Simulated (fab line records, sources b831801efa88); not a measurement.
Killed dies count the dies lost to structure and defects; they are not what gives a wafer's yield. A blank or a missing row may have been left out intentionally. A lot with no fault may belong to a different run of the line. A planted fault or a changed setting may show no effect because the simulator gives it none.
fab line records | flow sky130
[record] lots = 6 | wafers = 18 | last_day = 50
route steps=708 shown VIA4@652 METAL5@661 PAD_OPEN@708
lots untouched by any fault: they come from a run of this same line in which no faults occurred
start_h: the number of hours between the record's first day and the start of the first shown wafer of the lot | wait_h: hours elapsed since this lot's preceding step | " identical to the entry in the row above | L1.1+2: a row that stands for several wafers | - no value, or no start was given | * or withheld: withheld | < > ~ a bound
route shown NAME@n: names a module that has steps shown in the file, with the first one's number in the route | usual: average and standard deviation across the fault-free wafers | same: alike in all rows | chamber/n: place in a boat | sites: readings site by site | _std_site: the standard deviation of these | _edge_site: outer sites' mean less inner sites' | radius_mm: for every site, how far away it sits from the centre of the wafer | mask NAME#n: copy n | behind: tool/chamber where the wafer was last shaped | hold: cause of the lot's hold/its duration in hours/its outcome | device: which transistor (n, p or np) failed to switch | end of line: the same wafers' tests at the end of the route | a step given without rows: its recipe and nothing more | killed: the dies lost at the first sort to structure and to defects; this is not the yield of the wafer | map: shows each die of a wafer: x if killed, . if not, _ if none is there
set.NAME: the run value of the setting; set.NAME@STEP: its run value at that earlier step | model.NAME: the simulator's own value behind a step, which no gauge read
certain route steps with their lots: each step a table, each wafer a row
services: from which hour (start_h, from the record's first day; less than 0 if before it) a tool's chamber was out of use, for how many hours, and why
[[steps]]
[step SKY_VIA4_STRIP_13]
[recipe] chemistry = O2/N2 | power_w = 1400 | pressure_mtorr = 1500 | platen_temp_c = withheld | o2_flow_sccm = 3000 | n2_flow_sccm = 300 | overash_fraction = 0.5
[usual] drypump_motor_current_A = 5.5/0.48 | o2_flow_sccm = 3000/9.7 | oes_product_au = 0.709/0.0044 | strip_time_to_endpoint_s = 12.81/0.031
lot.wafer | tool            | chamber | start_h | wait_h | drypump_motor_current_A | o2_flow_sccm | oes_product_au | rf_hours_counter_h | strip_time_to_endpoint_s
L411.3    | plasma_asher-03 | 0       | 1067.39 | -      | 6.0                     | 2990         | 0.704          | -                  | 12.79
L411.5    | "               | 1       | "       | "      | 5.6                     | 3000         | 0.703          | -                  | 12.82
L411.6    | "               | 0       | "       | "      | 6.0                     | 2992         | 0.718          | -                  | 12.79
L415.1    | plasma_asher-01 | 0       | 1073.43 | -      | 5.5                     | 3007         | 0.709          | 97                 | 12.84
L415.2    | "               | 1       | "       | "      | 5.5                     | 2988         | 0.711          | 97                 | 12.85
L415.4    | "               | 0       | "       | "      | 5.5                     | 3005         | 0.711          | -                  | 12.86
L419.1    | plasma_asher-02 | 1       | 1094.50 | -      | 4.7                     | 3003         | 0.707          | 34                 | 12.78
L419.2    | "               | 0       | "       | "      | 5.9                     | 2992         | 0.717          | 34                 | 12.76
L419.3    | "               | 0       | "       | "      | 5.9                     | 2988         | 0.708          | -                  | 12.78
L420.1    | plasma_asher-02 | 0       | 1103.05 | -      | 5.9                     | 3014         | 0.707          | 35                 | 12.72
L420.3    | "               | 1       | "       | "      | 4.7                     | 2989         | 0.710          | -                  | 12.74
L420.6    | "               | 1       | "       | "      | 4.7                     | 2981         | 0.711          | -                  | 12.80
L422.1    | plasma_asher-02 | 1       | 1110.51 | -      | 4.7                     | 3004         | 0.712          | 35                 | 12.80
L422.2    | "               | 0       | "       | "      | 5.9                     | 2985         | 0.711          | 35                 | 12.78
L422.3    | "               | 1       | "       | "      | 4.7                     | 2988         | 0.714          | -                  | 12.86
L425.1    | plasma_asher-01 | 1       | 1130.51 | -      | 5.5                     | 2985         | 0.712          | 102                | 12.80
L425.5    | "               | 1       | "       | "      | 5.5                     | 2982         | 0.705          | -                  | 12.85
L425.6    | "               | 0       | "       | "      | 5.4                     | 3003         | 0.703          | -                  | 12.91
[step SKY_VIA4_STRIP_14]
[recipe] chemistry = post_etch_residue_remover | time_s = 1200 | temp_c = 72.5
[step SKY_VIA4_CLEAN_15]
[recipe] chemistry = IPA | time_s = 180 | temp_c = 25
[step SKY_VIA4_CLEAN_16]
[recipe] chemistry = O3/DIW | dry = n2_spin
[step SKY_VIA4_SPUTTER_17]
[recipe] material = TiN | target_thk_nm = 20 | chamber_pressure_pa = 5 | power_w = 4000 | time_s = 80
[usual] throttle_valve_pct = 30.0/0.63
lot.wafer | tool           | chamber | start_h | wait_h | throttle_valve_pct
L411.3    | pvd_sputter-03 | -       | 1067.96 | 0.0    | 30.2
L411.5    | "              | -       | "       | "      | 30.4
L411.6    | "              | -       | "       | "      | 29.5
L415.1    | pvd_sputter-03 | -       | 1074.06 | 0.0    | 30.4
L415.2    | "              | -       | "       | "      | 29.7
L415.4    | "              | -       | "       | "      | 30.3
L419.1    | pvd_sputter-02 | -       | 1095.10 | 0.0    | 29.6
L419.2    | "              | -       | "       | "      | 28.7
L419.3    | "              | -       | "       | "      | 30.5
L420.1    | pvd_sputter-02 | -       | 1103.72 | 0.0    | 29.7
L420.3    | "              | -       | "       | "      | 29.2
L420.6    | "              | -       | "       | "      | 30.2
L422.1    | pvd_sputter-03 | -       | 1111.13 | 0.0    | 30.5
L422.2    | "              | -       | "       | "      | 30.5
L422.3    | "              | -       | "       | "      | 30.2
L425.1    | pvd_sputter-02 | -       | 1131.11 | 0.0    | 29.0
L425.5    | "              | -       | "       | "      | 29.4
L425.6    | "              | -       | "       | "      | 29.9
[step SKY_VIA4_CVD_18]
[recipe] material = W | target_thk_nm = 505 | time_s = 152.14 | temp_c = 400 | pressure_torr = 40
[step SKY_VIA4_RS_MEAS_19]
[recipe] thk_meas_gauge = four-point-probe | reads = W_of_VIA4_CVD_18+TiN_of_VIA4_SPUTTER_17
[usual] VIA4_W_RS = 0.2276/0.0022
lot.wafer | tool          | chamber | start_h | wait_h | VIA4_W_RS[ohm/sq]
L411.3    | film_metro-02 | -       | 1068.21 | 0.1    | 0.2250
L411.5    | "             | -       | "       | "      | 0.2265
L411.6    | "             | -       | "       | "      | 0.2235
L415.1    | film_metro-02 | -       | 1074.28 | 0.1    | 0.2253
L415.2    | "             | -       | "       | "      | 0.2318
L415.4    | "             | -       | "       | "      | 0.2303
L419.1    | film_metro-04 | -       | 1095.31 | 0.1    | 0.2301
L419.2    | "             | -       | "       | "      | 0.2217
L419.3    | "             | -       | "       | "      | 0.2259
L420.1    | film_metro-02 | -       | 1103.93 | 0.1    | 0.2278
L420.3    | "             | -       | "       | "      | 0.2279
L420.6    | "             | -       | "       | "      | 0.2262
L422.1    | film_metro-04 | -       | 1111.35 | 0.1    | 0.2252
L422.2    | "             | -       | "       | "      | 0.2265
L422.3    | "             | -       | "       | "      | 0.2267
L425.1    | film_metro-04 | -       | 1131.32 | 0.1    | 0.2250
L425.5    | "             | -       | "       | "      | 0.2283
L425.6    | "             | -       | "       | "      | 0.2256
[step SKY_VIA4_THK_MEAS_20]
[recipe] thk_meas_gauge = xrf | reads = W_of_VIA4_CVD_18
[usual] VIA4_W_THK = 505/7.7
lot.wafer | tool          | chamber | start_h | wait_h | VIA4_W_THK[nm]
L411.3    | film_metro-02 | -       | 1068.31 | 0.1    | 506
L411.5    | "             | -       | "       | "      | 500
L411.6    | "             | -       | "       | "      | 511
L415.1    | film_metro-02 | -       | 1074.40 | 0.1    | 507
L415.2    | "             | -       | "       | "      | 493
L415.4    | "             | -       | "       | "      | 496
L419.1    | film_metro-04 | -       | 1095.43 | 0.1    | 507
L419.2    | "             | -       | "       | "      | 522
L419.3    | "             | -       | "       | "      | 513
L420.1    | film_metro-02 | -       | 1104.05 | 0.1    | 497
L420.3    | "             | -       | "       | "      | 497
L420.6    | "             | -       | "       | "      | 502
L422.1    | film_metro-04 | -       | 1111.47 | 0.1    | 516
L422.2    | "             | -       | "       | "      | 510
L422.3    | "             | -       | "       | "      | 513
L425.1    | film_metro-04 | -       | 1131.44 | 0.1    | 513
L425.5    | "             | -       | "       | "      | 507
L425.6    | "             | -       | "       | "      | 512
[step SKY_VIA4_CMP_21]
[recipe] stop_on = SiO2 | t_overpolish_s = 25 | down_force_psi = 3.5 | platen_rpm = 60 | target_thk_nm = 0 | pad_velocity_m_s = 0.94248
[step SKY_METAL5_SPUTTER_00]
[recipe] material = Ti | target_thk_nm = 15 | power_w = 3000 | time_s = 10 | chamber_pressure_pa = 0.4
[usual] throttle_valve_pct = 30.0/0.85
lot.wafer | tool           | chamber | start_h | wait_h | throttle_valve_pct
L411.3    | pvd_sputter-04 | -       | 1068.65 | 0.1    | 29.4
L411.5    | "              | -       | "       | "      | 31.6
L411.6    | "              | -       | "       | "      | 28.6
L415.1    | pvd_sputter-02 | -       | 1074.76 | 0.2    | 30.3
L415.2    | "              | -       | "       | "      | 28.9
L415.4    | "              | -       | "       | "      | 29.5
L419.1    | pvd_sputter-04 | -       | 1095.82 | 0.2    | 29.6
L419.2    | "              | -       | "       | "      | 30.4
L419.3    | "              | -       | "       | "      | 28.7
L420.1    | pvd_sputter-04 | -       | 1104.84 | 0.2    | 31.2
L420.3    | "              | -       | "       | "      | 30.5
L420.6    | "              | -       | "       | "      | 28.7
L422.1    | pvd_sputter-03 | -       | 1111.83 | 0.2    | 29.7
L422.2    | "              | -       | "       | "      | 30.5
L422.3    | "              | -       | "       | "      | 30.5
L425.1    | pvd_sputter-02 | -       | 1131.80 | 0.1    | 29.8
L425.5    | "              | -       | "       | "      | 30.4
L425.6    | "              | -       | "       | "      | 29.7
[step SKY_METAL5_SPUTTER_01]
[recipe] material = TiN | target_thk_nm = 20 | power_w = 6500 | time_s = 16.7 | chamber_pressure_pa = 0.4
[usual] throttle_valve_pct = 30.0/0.85
lot.wafer | tool           | chamber | start_h | wait_h | throttle_valve_pct
L411.3    | pvd_sputter-04 | -       | 1068.68 | 0.0    | 29.6
L411.5    | "              | -       | "       | "      | 31.3
L411.6    | "              | -       | "       | "      | 28.6
L415.1    | pvd_sputter-02 | -       | 1074.78 | 0.0    | 30.7
L415.2    | "              | -       | "       | "      | 28.8
L415.4    | "              | -       | "       | "      | 29.6
L419.1    | pvd_sputter-04 | -       | 1095.84 | 0.0    | 29.2
L419.2    | "              | -       | "       | "      | 30.6
L419.3    | "              | -       | "       | "      | 28.6
L420.1    | pvd_sputter-04 | -       | 1104.86 | 0.0    | 31.4
L420.3    | "              | -       | "       | "      | 30.4
L420.6    | "              | -       | "       | "      | 28.5
L422.1    | pvd_sputter-03 | -       | 1111.85 | 0.0    | 29.6
L422.2    | "              | -       | "       | "      | 30.3
L422.3    | "              | -       | "       | "      | 30.3
L425.1    | pvd_sputter-02 | -       | 1131.82 | 0.0    | 29.5
L425.5    | "              | -       | "       | "      | 30.5
L425.6    | "              | -       | "       | "      | 29.5
[step SKY_METAL5_SPUTTER_02]
[recipe] material = AlCu | target_thk_nm = 1150 | power_w = 10600 | time_s = 61.2 | chamber_pressure_pa = 0.4
[step SKY_METAL5_SPUTTER_03]
[recipe] material = Ti | target_thk_nm = 5 | power_w = 3000 | time_s = 3.3 | chamber_pressure_pa = 0.4
[usual] throttle_valve_pct = 30.0/0.85
lot.wafer | tool           | chamber | start_h | wait_h | throttle_valve_pct | model.Ti_of_METAL5_SPUTTER_03.thk_nm
L411.3    | pvd_sputter-04 | -       | 1068.75 | 0.0    | 29.6               | 5.067
L411.5    | "              | -       | "       | "      | 31.4               | 5.089
L411.6    | "              | -       | "       | "      | 28.7               | 5.011
L415.1    | pvd_sputter-02 | -       | 1074.86 | 0.0    | 30.4               | 4.975
L415.2    | "              | -       | "       | "      | 28.6               | 5.004
L415.4    | "              | -       | "       | "      | 29.2               | 5.087
L419.1    | pvd_sputter-04 | -       | 1095.92 | 0.0    | 29.4               | 7.24
L419.2    | "              | -       | "       | "      | 30.5               | 7.158
L419.3    | "              | -       | "       | "      | 28.5               | 7.172
L420.1    | pvd_sputter-04 | -       | 1104.94 | 0.0    | 31.4               | 7.41
L420.3    | "              | -       | "       | "      | 30.4               | 7.317
L420.6    | "              | -       | "       | "      | 28.2               | 7.439
L422.1    | pvd_sputter-03 | -       | 1111.93 | 0.0    | 29.4               | 5.114
L422.2    | "              | -       | "       | "      | 30.3               | 5.089
L422.3    | "              | -       | "       | "      | 30.3               | 5.137
L425.1    | pvd_sputter-02 | -       | 1131.90 | 0.0    | 29.7               | 4.83
L425.5    | "              | -       | "       | "      | 30.4               | 4.779
L425.6    | "              | -       | "       | "      | 29.7               | 4.848
[step SKY_METAL5_SPUTTER_04]
[recipe] material = TiN | target_thk_nm = 70 | power_w = 6500 | time_s = 58.3 | chamber_pressure_pa = 0.4085
[usual] throttle_valve_pct = 30.0/0.84
lot.wafer | tool           | chamber | start_h | wait_h | throttle_valve_pct
L411.3    | pvd_sputter-04 | -       | 1068.77 | 0.0    | 29.3
L411.5    | "              | -       | "       | "      | 31.7
L411.6    | "              | -       | "       | "      | 28.6
L415.1    | pvd_sputter-02 | -       | 1074.87 | 0.0    | 30.4
L415.2    | "              | -       | "       | "      | 28.9
L415.4    | "              | -       | "       | "      | 29.4
L419.1    | pvd_sputter-04 | -       | 1095.93 | 0.0    | 29.4
L419.2    | "              | -       | "       | "      | 30.3
L419.3    | "              | -       | "       | "      | 28.6
L420.1    | pvd_sputter-04 | -       | 1104.96 | 0.0    | 31.4
L420.3    | "              | -       | "       | "      | 30.4
L420.6    | "              | -       | "       | "      | 28.5
L422.1    | pvd_sputter-03 | -       | 1111.95 | 0.0    | 29.6
L422.2    | "              | -       | "       | "      | 30.4
L422.3    | "              | -       | "       | "      | 30.2
L425.1    | pvd_sputter-02 | -       | 1131.92 | 0.0    | 29.8
L425.5    | "              | -       | "       | "      | 30.5
L425.6    | "              | -       | "       | "      | 29.7
[step SKY_PAD_OPEN_PROBE_99]
[usual] defect_limited_yield = 82.2/1.8 | killed_at_M0_to_M3 = 44/7.1 | killed_at_M4_up = 3.1/1.9 | killed_at_contacts = 25/5.8 | killed_at_front_end = 16/4.5 | killed_at_other = 0.3/0.52 | killed_dies = 88/9.1 | killed_open = 48/6.8 | killed_short = 39/5.8 | sort_bin_3_pad_short = 0.9/0.4 | sort_bin_5_function = 10.6/1.4 | sort_bin_6_memory = 6.3/1.1 | sort_n_pass = 404/9.1 | sort_yield_pct = 82.2/1.8
[same] gross_dies = 492 | killed_at_back_side = 0 | sort_bin_4_leakage[%] = 0 | sort_bin_8_speed[%] = 0
lot.wafer | tool      | chamber | start_h | wait_h | defect_limited_yield[%] | killed_at_M0_to_M3 | killed_at_M4_up | killed_at_contacts | killed_at_front_end | killed_at_other | killed_dies | killed_open | killed_short | sort_bin_3_pad_short[%] | sort_bin_5_function[%] | sort_bin_6_memory[%] | sort_n_pass | sort_yield_pct[%]
L419.1    | prober-02 | -       | 1157.66 | 0.1    | 81.5                    | 49                 | 3               | 23                 | 16                  | 0               | 91          | 49          | 41           | 1.2                     | 11.2                   | 6.1                  | 401         | 81.5
L419.2    | prober-02 | -       | 1157.71 | 0.1    | 81.1                    | 42                 | 3               | 31                 | 17                  | 0               | 93          | 49          | 44           | 1.0                     | 12.6                   | 5.3                  | 399         | 81.1
L419.3    | prober-02 | -       | 1157.76 | 0.2    | 81.3                    | 36                 | 4               | 26                 | 25                  | 1               | 92          | 49          | 42           | 1.6                     | 12.6                   | 4.5                  | 400         | 81.3
// killed by level:class
L419.1 VIA1:geometric_particle:open=14 VIA3:geometric_particle:open=7 LI_CONTACT:geometric_particle:open=6 LOCAL_INTERCONNECT:geometric_particle:short=6 CONTACT:geometric_particle:open=6 VIA1:geometric_particle:short=6 FIELD_ISO:geometric_particle:short=5 METAL1:geometric_particle:short=5
L419.2 CONTACT:geometric_particle:open=10 CONTACT:geometric_particle:short=9 LI_CONTACT:geometric_particle:open=7 VIA3:geometric_particle:open=7 VIA1:geometric_particle:open=7 FIELD_ISO:geometric_particle:short=6 METAL1:geometric_particle:short=5 METAL2:geometric_particle:short=5
L419.3 FIELD_ISO:geometric_particle:open=11 VIA1:geometric_particle:open=9 LI_CONTACT:geometric_particle:open=8 CONTACT:geometric_particle:open=7 METAL1:geometric_particle:short=6 FIELD_ISO:geometric_particle:short=5 METAL2:geometric_particle:short=4 POLY_GATE:geometric_particle:short=4
[[services]]
tool            | chamber | start_h | hours | kind
pvd_sputter-03  | -       | 1043.46 | 8.3   | repair
pvd_sputter-04  | 3       | 1054.39 | -     | consumable_replace:kit
pvd_sputter-04  | 3       | 1054.39 | 18.0  | scheduled_down
pvd_sputter-04  | 3       | 1054.39 | 18.0  | vent_cycle
pvd_sputter-03  | -       | 1057.40 | 3.3   | repair
plasma_asher-01 | -       | 1078.17 | 1.4   | repair
pvd_sputter-03  | -       | 1081.73 | 0.7   | repair
plasma_asher-01 | -       | 1104.63 | 1.1   | repair
plasma_asher-01 | -       | 1106.20 | 2.6   | repair
plasma_asher-01 | -       | 1109.19 | 2.4   | repair
pvd_sputter-03  | 3       | 1118.53 | -     | consumable_replace:kit
pvd_sputter-03  | 3       | 1118.53 | 18.0  | scheduled_down
pvd_sputter-03  | 3       | 1118.53 | 18.0  | vent_cycle
pvd_sputter-04  | 2       | 1130.03 | -     | consumable_replace:kit
pvd_sputter-04  | 2       | 1130.03 | 18.0  | scheduled_down
pvd_sputter-04  | 2       | 1130.03 | 18.0  | vent_cycle
[[key]]
first_sign none at tools or gauges
[model_effect] step = SKY_METAL5_SPUTTER_03 | value = Ti_of_METAL5_SPUTTER_03.thk_nm | without = 4.957 | struck = 7.289
met_at SKY_METAL5_SPUTTER_03
struck_wafers L419.1,L419.2,L419.3,L420.1,L420.3,L420.6
onset_between 1068.75 1095.92
also_fits SKY_METAL5_SPUTTER_00:pvd_sputter-04,SKY_METAL5_SPUTTER_01:pvd_sputter-04
[fault] kind = process_parameter_drift | tool = pvd_sputter-04 | chamber = - | onset_h = 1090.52 | steps = SKY_METAL5_SPUTTER_03 | channel = target_thk_nm | offset = 2.3325 | shape = step | end_h = 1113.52 | acts_in = these_recipes_only | stated = 5
